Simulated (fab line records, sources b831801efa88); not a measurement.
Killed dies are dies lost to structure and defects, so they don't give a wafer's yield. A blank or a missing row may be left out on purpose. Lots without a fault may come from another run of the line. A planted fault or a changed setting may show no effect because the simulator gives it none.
fab line records | flow gf180mcu
record lots=6 wafers=18 last_day=34
route steps=602 shown POLY_GATE@161
lots that met no fault: from a run of the same line without faults
start_h: hours from the record's first day to the start of the lot's first wafer shown | wait_h: hours since the lot's step before | " the same as in the row above | L1.1+2: a row that stands for several wafers | - no value, or no start given | * or withheld: withheld | < > ~ a bound
route shown NAME@n: a module of which the file shows steps, and the number in the route of the first | usual: mean/standard deviation of fault-free wafers | same: alike in all rows | chamber/n: place in a boat | sites: the reading at each site | _std_site: their standard deviation | _edge_site: outer sites' mean less inner sites' | radius_mm: how far each site lies from the wafer's centre | mask NAME#n: copy n | behind: the tool/chamber that last shaped the wafer | hold: why the lot was held/for how many hours/how that ended | device: the transistor (n, p or np) that didn't switch | end of line: the same wafers' tests at the end of the route | a step without rows: its recipe alone | killed: dies lost to structure and defects at the first sort, not the wafer's yield | map: a wafer's dies, x killed, . not, _ none there
set.NAME: the setting as run; set.NAME@STEP: as run at that earlier step | model.NAME: the simulator's own value behind a step, which no gauge read
lots at some steps of the route; a table a step, a row a wafer
services: from which hour (start_h, from the record's first day; less than 0 if before it) a tool's chamber was out of use, for how many hours, and why
## steps
# step GF_POLY_GATE_COAT_04
# recipe resist=BARC temp_c=withheld time_s=withheld spin_rpm=withheld resist_thk_nm=withheld
# step GF_POLY_GATE_COAT_05
# recipe resist=KrF spin_rpm=withheld resist_thk_nm=700
# step GF_POLY_GATE_SOFTBAKE_06
# recipe temp_c=130 time_s=60 resist=KrF
# step GF_POLY_GATE_EXPOSE_07
# recipe mask_id=Poly2 target_cd_nm=280 na=0.68 source_shape=conventional sigma_outer=0.6 dose_mj=28
# step GF_POLY_GATE_PEB_08
# recipe peb_temp_c=135 peb_time_s=90 resist=KrF
# step GF_POLY_GATE_DEVELOP_09
# recipe develop_time_s=60 resist=KrF dev_temp_c=21
# step GF_POLY_GATE_CD_MEAS_10
# recipe target_cd_nm=280
# usual cd_nm=279.8/1.2
# columns lot.wafer tool chamber start_h wait_h cd_nm
L268.1 cd_sem-01 - 207.14 0.1 278.5
L268.2 " - " " 280.1
L268.6 " - " " 278.8
L275.2 cd_sem-02 - 255.16 0.1 281.7
L275.4 " - " " 281.3
L275.6 " - " " 281.9
L277.2 cd_sem-02 - 270.76 0.1 280.1
L277.3 " - " " 277.7
L277.4 " - " " 281.0
L282.1 cd_sem-01 - 305.08 0.1 279.8
L282.3 " - " " 282.3
L282.5 " - " " 280.7
L283.2 cd_sem-02 - 313.66 0.1 280.0
L283.4 " - " " 279.8
L283.6 " - " " 280.3
L289.1 cd_sem-02 - 351.73 0.1 279.7
L289.5 " - " " 280.7
L289.6 " - " " 280.6
# step GF_POLY_GATE_OVL_MEAS_11
# usual POLY_GATE_OVL=0/4.2
# columns lot.wafer tool chamber start_h wait_h POLY_GATE_OVL[nm]
L268.1 overlay-01 - 207.26 0.1 4
L268.2 " - " " 1
L268.6 " - " " -2
L275.2 overlay-02 - 255.27 0.1 -3
L275.4 " - " " 0
L275.6 " - " " -9
L277.2 overlay-02 - 270.86 0.1 0
L277.3 " - " " -5
L277.4 " - " " 3
L282.1 overlay-01 - 305.20 0.1 -5
L282.3 " - " " -3
L282.5 " - " " -3
L283.2 overlay-01 - 313.77 0.1 0
L283.4 " - " " -2
L283.6 " - " " -3
L289.1 overlay-02 - 351.85 0.1 -2
L289.5 " - " " 1
L289.6 " - " " -2
# step GF_POLY_GATE_ETCH_12
# recipe chemistry=N2/H2 target_depth_a=withheld overetch_a=withheld time_s=withheld target=BARC ion_energy_ev=200 source_w=500 bias_w=100 pressure_mtorr=30 n2_flow_sccm=100 h2_flow_sccm=200
# usual chamber_pressure_mTorr=30.004/0.028 drypump_motor_current_A=5.6/0.4 oes_product_au=0.735/0.0049 rf_fwd_power_W=496.3/1.8 throttle_valve_pct=13.215/0.0087
# columns lot.wafer tool chamber start_h wait_h chamber_pressure_mTorr drypump_motor_current_A oes_product_au rf_fwd_power_W throttle_valve_pct
L268.1 rie_diel-02 0 207.29 0.0 30.018 5.9 0.739 495.8 13.208
L268.2 " 3 " " 29.993 5.0 0.734 497.7 13.219
L268.6 " 2 " " 30.013 5.9 0.731 496.1 13.218
L275.2 rie_diel-03 3 255.30 0.0 29.974 5.3 0.722 493.3 13.208
L275.4 " 1 " " 29.992 6.3 0.735 498.0 13.210
L275.6 " 0 " " 30.007 5.3 0.733 495.6 13.224
L277.2 rie_diel-03 3 270.89 0.0 30.024 5.3 0.729 496.7 13.216
L277.3 " 2 " " 30.009 5.2 0.732 497.4 13.201
L277.4 " 0 " " 29.993 5.2 0.737 494.8 13.209
L282.1 rie_diel-02 3 305.24 0.0 30.001 5.0 0.736 497.3 13.208
L282.3 " 2 " " 30.007 6.0 0.736 497.2 13.230
L282.5 " 1 " " 30.023 5.3 0.738 496.9 13.235
L283.2 rie_diel-01 2 313.80 0.0 30.023 5.1 0.737 495.1 13.215
L283.4 " 1 " " 29.963 5.5 0.738 494.6 13.205
L283.6 " 0 " " 29.961 5.8 0.743 495.1 13.232
L289.1 rie_diel-03 1 351.89 0.0 30.008 6.3 0.734 496.9 13.224
L289.5 " 3 " " 30.022 5.3 0.729 492.5 13.213
L289.6 " 1 " " 30.017 6.3 0.726 496.7 13.207
# step GF_POLY_GATE_ETCH_13
# recipe target=poly-Si target_depth_nm=198.5 stop_on=SiO2 over_etch_frac=0.403 chemistry=HBr/Cl2 icp_w=400 bias_w=100 pressure_mtorr=10 HBr_flow_sccm=150 Cl2_flow_sccm=50 time_s=69.6
# usual chamber_pressure_mTorr=10.000/0.009 drypump_motor_current_A=6.0/0.3 oes_product_au=0.993/0.0077 rf_fwd_power_W=396.6/1.4 throttle_valve_pct=33.683/0.0084
# columns lot.wafer tool chamber start_h wait_h chamber_pressure_mTorr drypump_motor_current_A oes_product_au rf_fwd_power_W rf_hours_counter_h throttle_valve_pct
L268.1 rie_si-02 2 207.35 - 10.006 5.9 0.986 397.6 1 33.679
L268.2 " 0 " " 9.991 6.5 0.985 395.5 18 33.674
L268.6 " 0 " " 10.018 6.5 0.994 396.5 - 33.693
L275.2 rie_si-02 1 255.35 - 9.994 5.7 0.989 397.9 2 33.677
L275.4 " 2 " " 10.011 5.9 0.998 394.5 2 33.685
L275.6 " 2 " " 9.985 5.9 0.990 397.0 - 33.692
L277.2 rie_si-01 1 270.94 - 10.011 5.5 0.994 395.8 27 33.684
L277.3 " 0 " " 10.015 6.0 0.993 395.6 0 33.678
L277.4 " 3 " " 10.014 6.1 0.989 395.1 2 33.684
L282.1 rie_si-02 0 305.29 - 10.015 6.5 1.018 394.3 18 33.688
L282.3 " 2 " " 10.007 5.9 0.996 398.3 2 33.687
L282.5 " 3 " " 10.010 6.1 1.005 393.5 - 33.683
L283.2 rie_si-02 2 313.85 - 9.996 5.9 0.980 398.1 2 33.689
L283.4 " 0 " " 10.007 6.5 0.994 395.6 - 33.685
L283.6 " 1 " " 9.990 5.7 0.997 398.1 - 33.692
L289.1 rie_si-02 3 351.94 - 10.007 6.1 0.982 397.9 0 33.685
L289.5 " 3 " " 9.997 6.1 1.001 394.7 - 33.688
L289.6 " 2 " " 10.001 5.9 0.996 394.9 - 33.686
# step GF_POLY_GATE_STRIP_14
# recipe chemistry=O2/N2 power_w=1400 pressure_mtorr=1500 platen_temp_c=250 o2_flow_sccm=3000 n2_flow_sccm=300 overash_fraction=0.5
# usual chamber_pressure_mTorr=1499.9/1.4 drypump_motor_current_A=5.7/0.51 heater_power_w=306/32 oes_product_au=0.505/0.0045
# columns lot.wafer tool chamber start_h wait_h chamber_pressure_mTorr drypump_motor_current_A heater_power_w oes_product_au rf_hours_counter_h
L268.1 plasma_asher-02 1 207.40 0.0 1500.5 6.1 305 0.509 53
L268.2 " 0 " " 1499.7 4.9 288 0.509 53
L268.6 " 0 " " 1499.5 4.9 286 0.509 -
L275.2 plasma_asher-03 1 255.40 0.0 1500.8 6.2 310 0.512 17
L275.4 " 0 " " 1500.8 5.6 287 0.505 -
L275.6 " 0 " " 1500.4 5.6 287 0.498 -
L277.2 plasma_asher-03 0 271.00 0.0 1499.7 5.6 292 0.509 20
L277.3 " 1 " " 1499.1 6.2 297 0.509 -
L277.4 " 0 " " 1499.6 5.7 293 0.511 -
L282.1 plasma_asher-02 0 305.35 0.0 1502.0 4.9 279 0.511 59
L282.3 " 1 " " 1501.7 6.1 304 0.505 -
L282.5 " 0 " " 1495.8 4.9 285 0.504 -
L283.2 plasma_asher-03 0 313.90 0.0 1499.3 5.6 287 0.512 25
L283.4 " 1 " " 1498.6 6.2 309 0.505 -
L283.6 " 0 " " 1498.1 5.6 288 0.503 -
L289.1 plasma_asher-02 1 351.99 0.0 1499.7 6.0 306 0.506 64
L289.5 " 1 " " 1498.1 6.0 303 0.497 -
L289.6 " 0 " " 1498.4 4.9 291 0.508 -
# step GF_POLY_GATE_CLEAN_15
# recipe chemistry=SC1/SC2 mix=1:4:20 temp_c=70 time_s=150 dry=n2_spin
# step GF_POLY_GATE_OXIDATION_16
# recipe temp_c=850 ambient=O2 stabilise_s=600 purge_s=300 target_thk_a=40 ox_time_s=899
# usual ox_temp_c=850.0/0.38 ox_temp_c_max=854.2/0.83 ox_time_s=899/0 spike_tc_upper_C=850.7/1.4 tube_center_temp_C=849.99/0.077
# columns lot.wafer tool chamber start_h wait_h ox_temp_c ox_temp_c_max ox_time_s spike_tc_upper_C tube_center_temp_C
L268.1 furnace-02 0 207.61 0.1 850.3 855.2 899 853.4 849.95
L268.2 " 0 " " 849.5 853.4 899 852.3 850.08
L268.6 " 0 " " 849.9 853.5 899 851.7 849.9
L275.2 furnace-01 0 256.51 1.0 849.7 853.1 899 849.8 850.04
L275.4 " 0 " " 849.7 854.0 899 849.6 849.95
L275.6 " 0 " " 849.8 854.8 899 849.6 850.02
L277.2 furnace-02 0 271.51 0.4 850.3 855.7 899 851.2 849.96
L277.3 " 0 " " 849.8 853.7 899 852.4 849.91
L277.4 " 0 " " 850.3 853.6 899 852.3 850.04
L282.1 furnace-01 - 307.46 2.0 - - - - -
L282.3 " - " " - - - - -
L282.5 " - " " - - - - -
L283.2 furnace-02 - 314.72 0.7 - - - - -
L283.4 " - " " - - - - -
L283.6 " - " " - - - - -
L289.1 furnace-02 0 352.33 0.2 849.9 854.6 899 851.9 849.88
L289.5 " 0 " " 849.5 852.7 899 853.0 849.92
L289.6 " 0 " " 849.8 854.8 899 854.0 850.15
## services
# columns tool chamber start_h hours kind
rie_si-01 1 189.22 4.0 repair
rie_diel-01 1 191.38 - clean
rie_diel-01 1 191.38 20.9 scheduled_down
rie_diel-02 - 191.91 1.0 repair
rie_si-01 1 200.47 2.8 repair
rie_si-02 2 213.17 1.8 repair
rie_diel-03 - 213.51 1.0 repair
rie_diel-01 - 216.26 28.1 pm
rie_si-02 2 216.69 5.8 repair
plasma_asher-02 - 235.04 39.0 pm
rie_diel-01 0 258.71 5.7 repair
rie_diel-03 - 262.05 0.4 repair
rie_si-02 - 263.40 15.6 pm
rie_diel-01 3 266.51 4.2 repair
rie_diel-01 1 270.73 7.6 repair
rie_diel-03 0 271.42 60.2 repair
furnace-01 - 285.88 3.3 pm
rie_diel-01 3 302.11 9.8 repair
rie_si-02 3 313.70 - clean
rie_si-02 3 313.70 14.7 scheduled_down
rie_si-02 3 313.70 14.7 vent_cycle
furnace-02 - 341.51 3.3 pm
rie_diel-03 2 341.73 11.7 repair
rie_si-02 0 342.24 6.3 repair
## key
first_sign step=GF_POLY_GATE_OXIDATION_16 reading=tool_record direction=missing
effect none on later readings
met_at GF_POLY_GATE_OXIDATION_16
struck_wafers L282.1,L282.3,L282.5,L283.2,L283.4,L283.6
later_rows_left_out L282.1,L282.3,L282.5,L283.2,L283.4,L283.6
sort_left_out L282.1,L282.3,L282.5,L283.2,L283.4,L283.6
tester_left_out L282,L283
onset_between 271.51 307.46
fault kind=skipped_step_whole tool=furnace-01,furnace-02 chamber=- onset_h=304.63 steps=GF_POLY_GATE_OXIDATION_16 scope=struck_lots_only
# tester_left_out: of these lots the tester's yield and bins aren't shown, on N5 and GAA mostly nor the transistor test; their killed dies are dies lost to structure and defects alone, not to doping, threshold or leakage, so they don't give the yield
# sort_left_out: the simulated sort isn't trusted on such a fault, so these wafers' sort isn't shown, and their yield isn't known
# later_rows_left_out: the simulator's readings of these wafers behind a module that went badly wrong aren't trusted and aren't shown, but for the sort
